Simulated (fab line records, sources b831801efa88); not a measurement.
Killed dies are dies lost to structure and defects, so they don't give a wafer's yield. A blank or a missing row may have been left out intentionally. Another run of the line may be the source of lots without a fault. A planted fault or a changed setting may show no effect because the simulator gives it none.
Which tool did it? -- flow sky130 -- Sampling: 13 lots, 39 wafers, 5 of 708 route steps

WHAT EACH GAUGE READ, for each wafer
SKY_FIELD_ISO_THK_MEAS_23.
lot,measured,on,FIELD_ISO_OXIDATION_01_THK (nm)
L164,day 2 12:00,film metro-01,10.14 10.17 10.06
L166,day 3 00:20,film metro-04,10.38 10.43 10.46
L167,day 3 05:56,film metro-01,10.38 10.42 10.26
L171,day 4 00:08,film metro-03,9.88 10.09 9.96
L172,day 4 05:51,film metro-04,10.09 10.11 10.03
L178,day 5 13:59,film metro-03,10.05 9.94 9.83
L179,day 5 17:10,film metro-01,10.24 10.23 10.25
L180,day 5 22:26,film metro-04,9.76 9.83 9.78
L181,day 9 18:34,film metro-01,10.03 10.02 10.13
L182,day 9 18:34,film metro-03,9.83 9.78 9.72
L183,day 9 18:38,film metro-03,10.10 10.30 10.16
L186,day 9 18:38,film metro-01,10.06 10.18 10.03
L185,day 9 18:41,film metro-01,9.99 10.21 10.19

SKY_NWELL_THK_MEAS_02.
lot,measured,on,NWELL_OXIDATION_THK (nm)
L164,day 2 17:19,film metro-03,10.09 10.28 10.14
L166,day 3 04:41,film metro-02,10.12 9.88 9.79
L167,day 3 10:32,film metro-03,10.06 10.08 9.94
L171,day 4 07:15,film metro-02,10.10 10.00 10.13
L172,day 4 11:39,film metro-02,10.19 10.04 10.10
L178,day 5 18:34,film metro-02,10.07 10.11 10.25
L179,day 5 22:58,film metro-02,10.20 10.20 10.23
L180,day 6 02:31,film metro-03,10.14 10.11 9.91
L181,day 10 12:26,film metro-02,9.99 10.04 9.90
L182,day 10 12:26,film metro-03,9.70 9.67 9.68
L183,day 10 12:26,film metro-01,9.83 9.88 9.72
L186,day 10 12:30,film metro-03,9.98 9.81 9.90
L185,day 10 12:30,film metro-01,9.73 9.73 9.74

SKY_PWDE_TW_MEAS_10.
lot,measured,on,PWDE_TW
L164,day 4 00:49,film metro-02,371 370 370
L166,day 4 12:56,film metro-01,371 371 373
L167,day 4 19:02,film metro-01,372 369 372
L171,day 5 18:47,film metro-02,368 367 368
L172,day 5 22:02,film metro-02,370 369 369
L178,day 7 01:05,film metro-01,371 370 372
L179,day 7 04:58,film metro-02,371 372 372
L180,day 7 07:52,film metro-02,370 373 370
L181,day 12 03:59,film metro-01,366 365 367
L182,day 12 04:56,film metro-03,377 374 378
L183,day 12 03:47,film metro-03,376 375 377
L186,day 12 07:29,film metro-03,374 376 376
L185,day 12 07:50,film metro-02,371 375 374

SKY_VT_ADJUST_NCORE_TW_MEAS_11.
lot,measured,on,VT_ADJUST_NCORE_TW
L164,day 7 21:38,film metro-03,221.8 223.2 222.0
L166,day 8 06:13,film metro-04,245.3 244.6 246.3
L167,day 8 10:40,film metro-04,222.1 221.8 221.7
L171,day 9 00:39,film metro-01,217.0 217.9 216.9
L172,day 9 05:40,film metro-03,247.2 247.0 246.6
L178,day 10 13:07,film metro-03,220.7 220.8 219.3
L179,day 10 18:55,film metro-04,216.7 216.9 215.7
L180,day 10 21:26,film metro-01,215.9 217.0 215.9
L181,day 18 21:12,film metro-03,219.3 220.4 220.8
L182,day 18 21:57,film metro-03,219.1 219.8 219.6
L183,day 18 21:03,film metro-04,216.4 216.3 216.9
L186,day 18 22:51,film metro-01,218.0 217.7 216.8
L185,day 18 23:45,film metro-01,216.5 215.8 215.8

WHICH TOOL RAN EACH LOT (tool, then ch and the chambers of the sampled wafers, then the start)
lot,SKY_VT_ADJUST_NCORE_IMPLANT_09
L164,"implanter-03 ch 0, day 7 21:23"
L166,"implanter-03 ch 0, day 8 05:58"
L167,"implanter-04 ch 0, day 8 10:26"
L171,"implanter-04 ch 0, day 9 00:25"
L172,"implanter-03 ch 0, day 9 05:26"
L178,"implanter-04 ch 0, day 10 12:52"
L179,"implanter-01 ch 0, day 10 18:40"
L180,"implanter-01 ch 0, day 10 21:11"
L181,"implanter-01 ch 0, day 18 20:58"
L182,"implanter-03 ch 0, day 18 21:43"
L183,"implanter-03 ch 0, day 18 20:49"
L186,"implanter-03 ch 0, day 18 22:37"
L185,"implanter-03 ch 0, day 18 23:31"
- SKY_VT_ADJUST_NCORE_IMPLANT_09

WHAT THE TOOLS THEMSELVES READ (means of the sampled wafers that have a number; where no wafer has one, the mark that the record gives instead)
SKY_VT_ADJUST_NCORE_IMPLANT_09.
lot,tool,beam energy keV,beam on s (s),dose ions cm2,faraday current uA
L164,implanter-03,10.002,10.07,2.4005e+12,13.45
L166,implanter-03,10.001,9.90,3.4560e+12,19.70
L167,implanter-04,10.000,10.27,2.4007e+12,13.18
L171,implanter-04,9.997,10.05,2.3970e+12,13.48
L172,implanter-03,9.996,9.93,3.4617e+12,19.64
L178,implanter-04,10.003,9.93,2.4015e+12,13.61
L179,implanter-01,9.998,10.02,2.3994e+12,13.47
L180,implanter-01,10.000,9.98,2.4004e+12,13.55
L181,implanter-01,9.999,9.97,2.4024e+12,13.62
L182,implanter-03,9.999,10.13,2.4014e+12,13.35
L183,implanter-03,10.002,9.99,2.3981e+12,13.55
L186,implanter-03,10.000,10.18,2.3962e+12,13.26
L185,implanter-03,10.003,10.04,2.3975e+12,13.48

THE ANSWER, worked out from the rows above alone
Rule: the lots themselves supply what counts as usual. The widest of any qualifying gaps counts: lots, ordered by their means at a reading, are off when they make up no more than a third of the lots, leave a main group of 4 or more, and stand apart from it by 3 or more times the standard deviation of that group's means. A main group whose means are all the same, to the digits that the tables above print for the reading, isn't used. Also off: a lot with no number at a reading for which 4 or more lots have one. All remaining lots with rows at the step are treated as sound. Order of review: gauges by route order, followed by the tools' own readings, for which a lot's mean as printed above is used. At the first step where some lot is off, the reading lying furthest off is the one used; lots without a number count as furthest.
Off: at SKY_VT_ADJUST_NCORE_TW_MEAS_11 (VT_ADJUST_NCORE_TW), L166, L172. Main group: mean 218.6, sd 2.2.
A tool fits if, at a process step before that reading, it ran every lot that is off, and no sound lot after the first of them. The gauges at SKY_VT_ADJUST_NCORE_TW_MEAS_11 aren't tried: what is off there is off at SKY_VT_ADJUST_NCORE_IMPLANT_09 too, on other tools, and a gauge's error can't cause that. No candidate that was tried fits.

WHAT WAS PUT IN BY THE SIMULATOR
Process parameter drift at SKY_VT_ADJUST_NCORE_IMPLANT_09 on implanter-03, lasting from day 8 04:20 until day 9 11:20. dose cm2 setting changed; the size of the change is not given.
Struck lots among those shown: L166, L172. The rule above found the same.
